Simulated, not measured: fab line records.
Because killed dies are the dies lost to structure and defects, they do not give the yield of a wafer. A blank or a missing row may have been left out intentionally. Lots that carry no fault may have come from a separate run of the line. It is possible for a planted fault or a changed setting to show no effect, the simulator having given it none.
The tool behind it: which one? + flow gf180mcu + Sampling: 13 lots, 39 wafers, 3 of 602 route steps

## WHAT THE GAUGES READ, wafer by wafer
GF_V5_CD_MEAS_14: target cd 260 nm. Usual: cd-nm 260.1 nm, standard deviation 1.2.
| lot  | measured     | on        | cd-nm (nm)        | flag |
|------|--------------|-----------|-------------------|------|
| L997 | day 27 20:17 | cd-sem-02 | 257.9 259.7 259.6 |      |
| L999 | day 28 11:58 | cd-sem-02 | 259.5 259.4 259.4 |      |
| L101 | day 28 15:38 | cd-sem-01 | 260.6 259.7 261.2 |      |
| L102 | day 29 06:09 | cd-sem-01 | 259.5 259.5 260.4 |      |
| L106 | day 30 00:11 | cd-sem-01 | 261.2 259.4 260.9 |      |
| L107 | day 30 08:11 | cd-sem-02 | 259.9 259.7 259.5 |      |
| L108 | day 30 12:43 | cd-sem-01 | 261.2 261.2 261.4 |      |
| L109 | day 31 02:56 | cd-sem-02 | 258.8 261.2 261.1 |      |
| L110 | day 31 05:24 | cd-sem-02 | 258.9 260.5 258.8 |      |
| L112 | day 31 16:32 | cd-sem-01 | 260.7 262.5 261.5 |      |
| L114 | day 32 04:28 | cd-sem-02 | 260.2 261.2 261.8 |      |
| L115 | day 32 09:11 | cd-sem-02 | 261.4 262.0 262.5 |      |
| L119 | day 33 04:48 | cd-sem-01 | 259.5 259.6 259.8 |      |

## TOOL THAT RAN EACH LOT (tool first, then ch and the chambers of the sampled wafers, then the start)
| lot  | GF_HV_LDD_STRIP_10                   | GF_M5_ETCH_09                      |
|------|--------------------------------------|------------------------------------|
| L997 | plasma-asher-02 ch 0,1, day 10 20:47 | rie-diel-04 ch 0,2, day 26 22:17   |
| L999 | plasma-asher-02 ch 0,1, day 11 07:50 | rie-diel-04 ch 0,1, day 27 15:06   |
| L101 | plasma-asher-02 ch 0,1, day 11 13:20 | rie-diel-03 ch 0,1,2, day 27 18:23 |
| L102 | plasma-asher-02 ch 0,1, day 12 00:54 | rie-diel-02 ch 0,2,3, day 28 09:15 |
| L106 | plasma-asher-02 ch 0,1, day 12 18:17 | rie-diel-04 ch 0,2,3, day 29 03:30 |
| L107 | plasma-asher-01 ch 1, day 13 01:27   | rie-diel-03 ch 2,3, day 29 11:32   |
| L108 | plasma-asher-02 ch 0, day 13 09:38   | rie-diel-03 ch 0,2,3, day 29 15:47 |
| L109 | plasma-asher-02 ch 0,1, day 13 15:20 | rie-diel-02 ch 0,1,2, day 30 07:41 |
| L110 | plasma-asher-02 ch 0,1, day 14 00:35 | rie-diel-02 ch 1,2, day 30 09:44   |
| L112 | plasma-asher-01 ch 0,1, day 14 12:29 | rie-diel-04 ch 0,1, day 30 21:23   |
| L114 | plasma-asher-02 ch 0,1, day 15 04:59 | rie-diel-02 ch 0,3, day 31 10:20   |
| L115 | plasma-asher-02 ch 0, day 15 10:50   | rie-diel-02 ch 0,1,2, day 31 15:05 |
| L119 | plasma-asher-04 ch 0,1, day 16 12:44 | rie-diel-03 ch 1,3, day 32 11:50   |
- GF_HV_LDD_STRIP_10: strips in O2/N2.
- GF_M5_ETCH_09: etches Si3N4 in CF4/O2, target depth 52 nm, time 11.6 s.

## AS READ BY THE TOOLS THEMSELVES (means over the sampled wafers that have a number; for cases with no such wafer, the mark the record gives instead)
GF_HV_LDD_STRIP_10. Usual: drypump-motor-current-A 5.57 A, standard deviation 0.29; heater-power-w 323 W, standard deviation 32; oes-product-au 0.716 a.u., standard deviation 0.0044; strip-time-to-endpoint-s 12.63 s, standard deviation 0.041.
| lot  | tool            | drypump-motor-current-A (A) | heater-power-w (W) | oes-product-au (a.u.) | strip-time-to-endpoint-s (s) | flag |
|------|-----------------|-----------------------------|--------------------|-----------------------|------------------------------|------|
| L997 | plasma-asher-02 | 5.46                        | 310                | 0.715                 | 12.63                        |      |
| L999 | plasma-asher-02 | 5.38                        | 320                | 0.717                 | 12.59                        |      |
| L101 | plasma-asher-02 | 5.46                        | 313                | 0.715                 | 12.62                        |      |
| L102 | plasma-asher-02 | 5.37                        | 321                | 0.715                 | 12.62                        |      |
| L106 | plasma-asher-02 | 5.45                        | 309                | 0.715                 | 12.67                        |      |
| L107 | plasma-asher-01 | 5.72                        | 301                | 0.714                 | 12.68                        |      |
| L108 | plasma-asher-02 | 5.57                        | 299                | 0.717                 | 12.65                        |      |
| L109 | plasma-asher-02 | 5.45                        | 309                | 0.716                 | 12.63                        |      |
| L110 | plasma-asher-02 | 5.47                        | 312                | 0.718                 | 12.63                        |      |
| L112 | plasma-asher-01 | 5.51                        | 313                | 0.715                 | 12.61                        |      |
| L114 | plasma-asher-02 | 5.47                        | 313                | 0.712                 | 12.59                        |      |
| L115 | plasma-asher-02 | 5.56                        | 299                | 0.718                 | 12.61                        |      |
| L119 | plasma-asher-04 | 5.72                        | 373                | 0.712                 | 12.71                        |      |

GF_M5_ETCH_09. Usual: O2_flow_sccm 10.00 sccm, standard deviation 0.031; drypump-motor-current-A 5.4 A, standard deviation 0.32; oes-product-au 0.996 a.u., standard deviation 0.0084; throttle-valve-pct 5.968 %, standard deviation 0.009.
| lot  | tool        | O2_flow_sccm (sccm) | drypump-motor-current-A (A) | oes-product-au (a.u.) | throttle-valve-pct (%) | flag |
|------|-------------|---------------------|-----------------------------|-----------------------|------------------------|------|
| L997 | rie-diel-04 | 10.00               | 5.3                         | 1.004                 | 5.960                  |      |
| L999 | rie-diel-04 | 10.03               | 5.4                         | 0.993                 | 5.967                  |      |
| L101 | rie-diel-03 | 10.01               | 5.4                         | 0.982                 | 5.967                  |      |
| L102 | rie-diel-02 | 10.01               | 5.3                         | 0.998                 | 5.977                  |      |
| L106 | rie-diel-04 | 10.01               | 5.5                         | 0.999                 | 5.970                  |      |
| L107 | rie-diel-03 | 9.98                | 5.4                         | 0.998                 | 5.965                  |      |
| L108 | rie-diel-03 | 10.02               | 5.6                         | 1.007                 | 5.970                  |      |
| L109 | rie-diel-02 | 10.01               | 5.5                         | 0.992                 | 5.965                  |      |
| L110 | rie-diel-02 | 10.02               | 5.2                         | 0.994                 | 5.969                  |      |
| L112 | rie-diel-04 | 10.00               | 5.6                         | 0.998                 | 5.968                  |      |
| L114 | rie-diel-02 | 10.02               | 5.4                         | 1.003                 | 5.967                  |      |
| L115 | rie-diel-02 | 9.99                | 5.4                         | 0.997                 | 5.970                  |      |
| L119 | rie-diel-03 | 10.02               | 5.4                         | 0.992                 | 5.967                  |      |

## THE ANSWER, worked out from the rows above alone
Rule: lot off if the mean of its wafers having a number is beyond 3 standard deviations from the usual mean. A lot without any number at a reading at which 4 lots or more have one is off too. Any other lot the step has rows for is counted as sound. The gauges are gone through in route order, then the tools' own readings, and for those a lot's mean is taken as printed above. At the first step where some lot is off, the reading lying furthest off is the one used; lots without a number count as furthest.
No lot is off at any reading shown: from this, nothing can be told.

## WHAT WAS PUT IN BY THE SIMULATOR
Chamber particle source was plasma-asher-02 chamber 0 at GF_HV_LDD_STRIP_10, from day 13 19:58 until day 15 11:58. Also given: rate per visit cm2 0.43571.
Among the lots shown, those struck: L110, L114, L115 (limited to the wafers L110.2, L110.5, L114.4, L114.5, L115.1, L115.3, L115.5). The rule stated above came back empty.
